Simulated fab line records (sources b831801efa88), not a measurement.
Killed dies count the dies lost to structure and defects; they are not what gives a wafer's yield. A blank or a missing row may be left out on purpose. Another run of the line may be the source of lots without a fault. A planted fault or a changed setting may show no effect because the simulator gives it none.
Problem report, 8D (eight disciplines) form, completed by code | flow sky130 | the parts of the form that need people (team, actions taken, sign-off) are left out

## 1. WHAT WENT WRONG
At SKY_METAL4_SPUTTER_04, cathode dc power W averages 5912.2 W over 6 wafers from 2 lots, while fault-free wafers read 6499.9 W, standard deviation 1.1. So: -99 or more standard deviations from the usual mean.
The step: material TiN, target thk 70 nm, time 58.3 s.
Earliest sighting: wafer L240.1 on pvd sputter-01 at day 44 00:44. The record holds 18 wafers of 6 lots with a number at this step. Rule for "out" (also "out of limits"): further than 4 standard deviations from the usual mean. The rest of the wafers with a number are treated as sound.

## 2. WHAT THIS IS AND IS NOT
question                    | is                     | is not
which readings at this step | cathode dc power W     | throttle valve pct
which lots                  | L240, L242             | L230, L232, L245, L248
which wafers of those lots  | all that have a number | -
read on which tools         | pvd sputter-01         | pvd sputter-02, pvd sputter-04
when                        | from day 44 00:44      | up to then (6 sound wafers); but 6 sound wafers of L245, L248 came after

## 3. SUSPECTS, AND WHAT RULES EACH OUT
Counting: a tool stays on the suspect list if, at a process step up to the reading, it processed all lots that are out and no sound lot following the first of them.
- pvd sputter-01 at SKY_METAL4_SPUTTER_00 (material Ti, target thk 15 nm, time 10 s): kept. It ran every lot that is out, first L240 (day 44 00:38), and no sound lot after that.
- pvd sputter-01 at SKY_METAL4_SPUTTER_03 (material Ti, target thk 5 nm, time 3.3 s): kept. It ran every lot that is out, first L240 (day 44 00:43), and no sound lot after that.
- pvd sputter-01 at SKY_METAL4_SPUTTER_04 (material TiN, target thk 70 nm, time 58.3 s): kept. It ran every lot that is out, first L240 (day 44 00:44), and no sound lot after that. Out on those wafers are its own readings of cathode dc power W.
Left after counting: pvd sputter-01 at SKY_METAL4_SPUTTER_00, pvd sputter-01 at SKY_METAL4_SPUTTER_03, pvd sputter-01 at SKY_METAL4_SPUTTER_04.

## 4. THE CAUSE (what the simulator had put in)
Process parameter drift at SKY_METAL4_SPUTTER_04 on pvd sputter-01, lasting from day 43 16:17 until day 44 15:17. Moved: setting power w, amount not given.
After counting, 3 suspects remain, this tool included.

## 5. THE CHAIN OF EFFECTS, in route order
Each row: a reading whose mean over the struck wafers that have a number lies more than 3 standard deviations from the usual. Readings are gone through only where the record gives a usual standard deviation; hours: the median, over the lots, of the time from a lot's start at the first step in this table giving one to that lot's start at this step; sigmas: the change measured in usual standard deviations.
hours | step                  | reading            | usual    | on struck wafers | change | sigmas
0     | SKY_METAL4_SPUTTER_04 | cathode dc power W | 6499.9 W | 5912.2           | -587.7 | -99 or more
Its process steps:
- SKY_METAL4_SPUTTER_04: material TiN, target thk 70 nm, time 58.3 s.

## 6. WHAT WOULD HAVE CAUGHT IT SOONER
First out-of-limits reading in this record: day 44 00:44, which is 8 hours after fault onset at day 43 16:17.
